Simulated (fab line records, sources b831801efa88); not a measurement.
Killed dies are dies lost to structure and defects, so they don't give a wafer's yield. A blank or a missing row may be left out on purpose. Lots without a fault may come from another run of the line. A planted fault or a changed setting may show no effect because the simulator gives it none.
A struck lot beside a sound one | flow gf180mcu | 14 steps out of a route of 602
Sound: wafers L697.2, L697.4, L697.5. Struck: wafers L704.1, L704.4, L704.5. The cause comes at the end.
At each step with rows: each side's tool, then ch and its chambers, then its first start. Under that, the readings that differ: sound wafers | struck wafers | difference of the means | sigmas: that difference in standard deviations of wafers without a fault.
alike: readings whose means differ by less than 2 such deviations, and words and numbers that are the same on both sides. not compared: withheld readings, readings that some wafer has no value for, bounds like >300 that may hide the same value, and numbers for which the record gives no deviation and whose values overlap.
The two part at a step that has a row with sigmas, a row that says differs or no value, or rows on one side only. Numbers that don't overlap but have no deviation are shown without sigmas and don't part them. A reading that every wafer of one side lacks parts them only if that side has two wafers or more.

first, 4 steps without rows for these wafers: GF_VT_IMPLANT_SOFTBAKE_25 (time 60 s); GF_VT_IMPLANT_EXPOSE_26 (exposes mask LVPWELL HV AREA, target cd 860 nm); GF_VT_IMPLANT_PEB_27; GF_VT_IMPLANT_DEVELOP_28 (develop time 60 s).
GF_VT_IMPLANT_OVL_MEAS_29:
  sound on overlay-02, day 10 00:08; struck on overlay-01, day 11 16:07
  alike: VT_IMPLANT_02_OVL
then, 1 step without rows for these wafers: GF_VT_IMPLANT_IMPLANT_30.
GF_VT_IMPLANT_STRIP_31: strips in O2/N2.
  sound on plasma_asher-04 ch 0,1, day 10 00:19; struck on plasma_asher-04 ch 0,1, day 11 16:19
  alike: drypump_motor_current_A, heater_power_w, oes_product_au, strip_time_to_endpoint_s
  not compared: rf_hours_counter_h
GF_VT_IMPLANT_TW_MEAS_32:
  sound on film_metro-02, day 10 00:26; struck on film_metro-03, day 11 16:25
  alike: VT_IMPLANT_3_TW
then, 4 steps without rows for these wafers: GF_VT_IMPLANT_DEHYDRATE_33 (time 60 s); GF_VT_IMPLANT_HMDS_34 (prime time 60 s); GF_VT_IMPLANT_COAT_35 (resist thk 1000 nm); GF_VT_IMPLANT_SOFTBAKE_36 (time 60 s).
GF_VT_IMPLANT_EXPOSE_37: exposes mask Nwell HV AREA, target cd 860 nm.
  sound on iline_stepper-02 ch 0, day 10 09:25; struck on iline_stepper-02, day 12 01:20
  no value came back on the struck wafers for exposure_dose_mJ_cm2, focus_offset_nm (nm); on the sound wafers exposure_dose_mJ_cm2 reads 140.00 139.73 140.05
  reading                            | sound                   | struck               | difference | sigmas
  model.VT_IMPLANT.overlay_x_nm (nm) | -0.6095 -0.6095 -0.6095 | -1.032 -1.032 -1.032 | -0.422     |
  alike: mask
then, 1 step without rows for these wafers: GF_VT_IMPLANT_PEB_38.

WHERE THEY PART
Only at GF_VT_IMPLANT_EXPOSE_37, within this record.

WHY: what the simulator had put in
Skipped step whole: iline_stepper-02, from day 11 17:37 on, at GF_VT_IMPLANT_EXPOSE_37. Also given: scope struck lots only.
